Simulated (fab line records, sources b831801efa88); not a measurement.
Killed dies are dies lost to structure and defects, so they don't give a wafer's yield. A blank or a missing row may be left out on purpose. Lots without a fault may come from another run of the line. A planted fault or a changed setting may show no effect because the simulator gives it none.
Which tool did it? | flow gf180mcu | 13 lots, 39 wafers sampled, at 5 steps of a route of 602

WHAT THE GAUGES READ, wafer by wafer
GF_POLY_GATE_THK_MEAS_17. Usual: POLY_GATE_OXIDATION_THK 4.00 nm, standard deviation 0.068.
lot  | measured     | on            | POLY_GATE_OXIDATION_THK (nm) | flag
L465 | day 9 05:50  | film_metro-03 | 3.92 3.98 3.93               |
L466 | day 9 11:46  | film_metro-04 | 3.96 3.96 3.97               |
L467 | day 10 03:20 | film_metro-03 | 3.89 3.98 3.87               |
L469 | day 10 12:15 | film_metro-04 | 3.97 3.99 3.95               |
L470 | day 11 05:48 | film_metro-01 | 4.05 4.02 4.01               |
L471 | day 11 05:48 | film_metro-03 | 3.90 3.93 3.90               |
L474 | day 11 19:11 | film_metro-04 | 4.10 4.08 4.02               |
L478 | day 13 03:59 | film_metro-01 | 3.86 3.92 3.87               |
L479 | day 13 09:19 | film_metro-04 | 3.98 3.95 4.02               |
L480 | day 13 19:46 | film_metro-03 | 4.15 4.05 4.03               |
L484 | day 14 22:04 | film_metro-04 | 4.05 4.05 4.02               |
L485 | day 15 04:38 | film_metro-01 | 4.09 3.99 3.97               |
L486 | day 15 12:21 | film_metro-04 | 3.90 3.98 4.05               |

GF_HV_LDD_CD_MEAS_19: target cd 400 nm. Usual: cd_nm 399.1 nm, standard deviation 2.6.
lot  | measured     | on        | cd_nm (nm)        | flag
L465 | day 10 17:43 | cd_sem-01 | 399.5 399.3 399.6 |
L466 | day 10 23:19 | cd_sem-01 | 396.5 398.4 397.0 |
L467 | day 11 15:08 | cd_sem-02 | 395.7 398.0 396.7 |
L469 | day 12 01:22 | cd_sem-02 | 395.0 399.4 398.1 |
L470 | day 12 19:45 | cd_sem-02 | 398.2 397.3 397.0 |
L471 | day 12 19:32 | cd_sem-01 | 393.9 398.1 396.1 |
L474 | day 13 10:46 | cd_sem-01 | 400.7 399.4 398.3 |
L478 | day 14 21:09 | cd_sem-02 | 398.1 397.2 396.5 |
L479 | day 15 03:32 | cd_sem-02 | 397.4 398.2 395.8 |
L480 | day 15 13:55 | cd_sem-02 | 399.5 398.8 397.1 |
L484 | day 16 17:37 | cd_sem-02 | 399.7 400.8 404.2 |
L485 | day 16 23:46 | cd_sem-01 | 396.8 395.4 394.8 |
L486 | day 17 08:27 | cd_sem-01 | 398.6 398.5 397.5 |

GF_HV_LDD_RS_MEAS_53: measures by four-point-probe. Usual: HV_LDD_RS 418.1 ohm/sq, standard deviation 0.76.
lot  | measured     | on            | HV_LDD_RS (ohm/sq) | flag
L465 | day 12 07:15 | film_metro-03 | 417.1 419.1 417.5  |
L466 | day 12 14:48 | film_metro-03 | 418.8 418.8 418.4  |
L467 | day 13 06:49 | film_metro-02 | 416.9 417.4 417.7  |
L469 | day 13 18:15 | film_metro-03 | 418.7 419.3 418.6  |
L470 | day 14 13:59 | film_metro-03 | 418.2 418.9 417.7  |
L471 | day 14 13:14 | film_metro-01 | 418.0 418.9 418.5  |
L474 | day 15 05:48 | film_metro-01 | 418.0 417.1 418.1  |
L478 | day 16 17:17 | film_metro-02 | 417.2 416.9 418.1  |
L479 | day 17 00:52 | film_metro-02 | - - -              | OFF
L480 | day 17 12:06 | film_metro-02 | - - -              | OFF
L484 | day 18 16:08 | film_metro-02 | 419.4 419.2 418.4  |
L485 | day 18 23:43 | film_metro-03 | 419.0 417.4 417.7  |
L486 | day 19 08:43 | film_metro-03 | 417.5 417.5 416.3  |

WHICH TOOL RAN EACH LOT (tool, then ch and the chambers of the sampled wafers, then the start)
lot  | GF_HV_LDD_IMPLANT_33            | GF_HV_LDD_STRIP_49
L465 | implanter-01 ch 0, day 11 11:26 | plasma_asher-01 ch 0,1, day 12 06:58
L466 | implanter-01 ch 0, day 11 18:26 | plasma_asher-01 ch 0, day 12 14:31
L467 | implanter-03 ch 0, day 12 10:19 | plasma_asher-01 ch 0,1, day 13 06:32
L469 | implanter-01 ch 0, day 12 21:20 | plasma_asher-02 ch 0,1, day 13 17:58
L470 | implanter-01 ch 0, day 13 15:38 | plasma_asher-04 ch 0,1, day 14 13:43
L471 | implanter-04 ch 0, day 13 15:20 | plasma_asher-02 ch 0,1, day 14 12:58
L474 | implanter-01 ch 0, day 14 07:37 | plasma_asher-04 ch 0,1, day 15 05:26
L478 | implanter-04 ch 0, day 15 18:20 | plasma_asher-04 ch 0,1, day 16 17:01
L479 | implanter-01 ch 0, day 16 02:14 | plasma_asher-02 ch 0,1, day 17 00:35
L480 | implanter-01 ch 0, day 16 12:39 | plasma_asher-02 ch 0,1, day 17 11:49
L484 | implanter-04 ch 0, day 17 15:53 | plasma_asher-04 ch 0,1, day 18 15:50
L485 | implanter-04 ch 0, day 17 23:29 | plasma_asher-01 ch 0,1, day 18 23:19
L486 | implanter-04 ch 0, day 18 07:53 | plasma_asher-04 ch 0,1, day 19 08:26
- GF_HV_LDD_IMPLANT_33
- GF_HV_LDD_STRIP_49: strips in O2/N2.

WHAT THE TOOLS THEMSELVES READ (means of the sampled wafers that have a number; where no wafer has one, the mark that the record gives instead)
GF_HV_LDD_IMPLANT_33. Usual: tilt_deg 30.002 degrees, standard deviation 0.021.
lot  | tool         | tilt_deg (degrees) | flag
L465 | implanter-01 | 29.979             |
L466 | implanter-01 | 30.020             |
L467 | implanter-03 | 30.023             |
L469 | implanter-01 | 30.025             |
L470 | implanter-01 | 30.002             |
L471 | implanter-04 | 30.004             |
L474 | implanter-01 | 29.988             |
L478 | implanter-04 | 29.987             |
L479 | implanter-01 | 19.830             | OFF
L480 | implanter-01 | 19.818             | OFF
L484 | implanter-04 | 30.006             |
L485 | implanter-04 | 30.014             |
L486 | implanter-04 | 30.011             |

GF_HV_LDD_STRIP_49. Usual: drypump_motor_current_A 5.6 A, standard deviation 0.57; heater_power_w 345 W, standard deviation 30; oes_product_au 0.717 a.u., standard deviation 0.0042; strip_time_to_endpoint_s 12.66 s, standard deviation 0.038.
lot  | tool            | drypump_motor_current_A (A) | heater_power_w (W) | oes_product_au (a.u.) | strip_time_to_endpoint_s (s) | flag
L465 | plasma_asher-01 | 5.5                         | 368                | 0.720                 | 12.65                        |
L466 | plasma_asher-01 | 5.3                         | 318                | 0.716                 | 12.65                        |
L467 | plasma_asher-01 | 5.5                         | 367                | 0.717                 | 12.65                        |
L469 | plasma_asher-02 | 5.9                         | 319                | 0.716                 | 12.71                        |
L470 | plasma_asher-04 | 5.4                         | 359                | 0.713                 | 12.65                        |
L471 | plasma_asher-02 | 5.8                         | 316                | 0.712                 | 12.65                        |
L474 | plasma_asher-04 | 5.8                         | 345                | 0.717                 | 12.69                        |
L478 | plasma_asher-04 | 5.4                         | 357                | 0.715                 | 12.68                        |
L479 | plasma_asher-02 | 5.8                         | 323                | 0.713                 | 12.69                        |
L480 | plasma_asher-02 | 5.9                         | 318                | 0.723                 | 12.72                        |
L484 | plasma_asher-04 | 5.4                         | 361                | 0.712                 | 12.61                        |
L485 | plasma_asher-01 | 5.4                         | 342                | 0.714                 | 12.64                        |
L486 | plasma_asher-04 | 5.4                         | 355                | 0.718                 | 12.67                        |

THE ANSWER, worked out from the rows above alone
Rule: a lot is off if the mean of its wafers that have a number lies more than 3 standard deviations from the usual mean. A lot without any number at a reading at which 4 lots or more have one is off too. The other lots that the step has rows for count as sound. The gauges are gone through in route order, then the tools' own readings, and for those a lot's mean is taken as printed above. The first step at which some lot is off is used, and at that step the reading that is off furthest; a lot without a number counts as furthest.
Off: L479, L480, at GF_HV_LDD_RS_MEAS_53 (HV_LDD_RS). Without a number there: L479, L480.
A tool fits if, at a process step before that reading, it ran every lot that is off, and no sound lot after the first of them. The gauges at GF_HV_LDD_RS_MEAS_53 aren't tried: what is off there is off at GF_HV_LDD_IMPLANT_33 too, on other tools, and a gauge's error can't cause that. Can't be told from this: 2 tools fit, implanter-01 at GF_HV_LDD_IMPLANT_33, plasma_asher-02 at GF_HV_LDD_STRIP_49.

WHAT THE SIMULATOR HAD PUT IN
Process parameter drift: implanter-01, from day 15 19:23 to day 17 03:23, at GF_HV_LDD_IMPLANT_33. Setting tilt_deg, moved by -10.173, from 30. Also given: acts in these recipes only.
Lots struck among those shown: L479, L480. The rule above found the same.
